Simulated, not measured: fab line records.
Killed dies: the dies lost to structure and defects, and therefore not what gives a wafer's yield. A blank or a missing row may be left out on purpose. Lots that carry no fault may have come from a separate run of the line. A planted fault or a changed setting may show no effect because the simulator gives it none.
The tool behind it: which one? | flow sky130 | 18 wafers from 6 lots sampled at 2 of the route's 708 steps

## WHAT EACH GAUGE READ, for each wafer
SKY_CONTACT_RS_MEAS_25: measurement is done with a four-point probe.
lot  | measured     | on            | CONTACT_W_RS (ohm/sq)
L347 | day 32 15:59 | film metro-04 | 0.333 0.337 0.332
L350 | day 33 19:31 | film metro-01 | 0.336 0.339 0.340
L359 | day 36 15:11 | film metro-02 | 0.339 0.379 0.384
L361 | day 37 04:55 | film metro-02 | 0.340 0.384 0.378
L365 | day 38 09:17 | film metro-02 | 0.340 0.347 0.343
L367 | day 38 19:50 | film metro-01 | 0.342 0.342 0.339

## WHAT TOOL EACH LOT RAN ON (gives the tool, then ch and the chambers of the sampled wafers, and finally the start)
lot  | SKY_CONTACT_CVD_24
L347 | cvd w-02 ch 0,1, day 32 15:52
L350 | cvd w-01 ch 0, day 33 19:25
L359 | cvd w-02 ch 0,1, day 36 15:03
L361 | cvd w-02 ch 0,1, day 37 04:48
L365 | cvd w-01 ch 0,1, day 38 09:09
L367 | cvd w-01 ch 0,1, day 38 19:43
- SKY_CONTACT_CVD_24: deposits W, target thk 340 nm, time 102.12 s.

## THE ANSWER, worked out from the rows above alone
Rule: the usual values come from the lots themselves. The widest of any qualifying gaps counts: lots, ordered by their means at a reading, are off when they make up no more than a third of the lots, leave a main group of 4 or more, and stand apart from it by 3 or more times the standard deviation of that group's means. A main group is skipped when, at the precision printed for the reading in the tables above, its means are all equal. A lot without any number at a reading at which 4 lots or more have one is off too. Where the step has rows for the other lots, those lots are counted as sound.
Off: L359, L361, at SKY_CONTACT_RS_MEAS_25 (CONTACT_W_RS). Main group: mean 0.339 ohm/sq, sd 0.0035.
A tool fits if, at a process step before that reading, it ran every lot that is off, and no sound lot after the first of them. Gauges at SKY_CONTACT_RS_MEAS_25: tried the same way as those tools. One fits: SKY_CONTACT_CVD_24 on cvd w-02. A fault onset in the window from L347 (day 32 15:52, its last sound lot) to L359 (day 36 15:03, its first lot off) fits.

## WHAT THE SIMULATOR HAD PUT IN
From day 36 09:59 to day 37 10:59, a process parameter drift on cvd w-02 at SKY_CONTACT_CVD_24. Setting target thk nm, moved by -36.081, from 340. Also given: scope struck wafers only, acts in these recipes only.
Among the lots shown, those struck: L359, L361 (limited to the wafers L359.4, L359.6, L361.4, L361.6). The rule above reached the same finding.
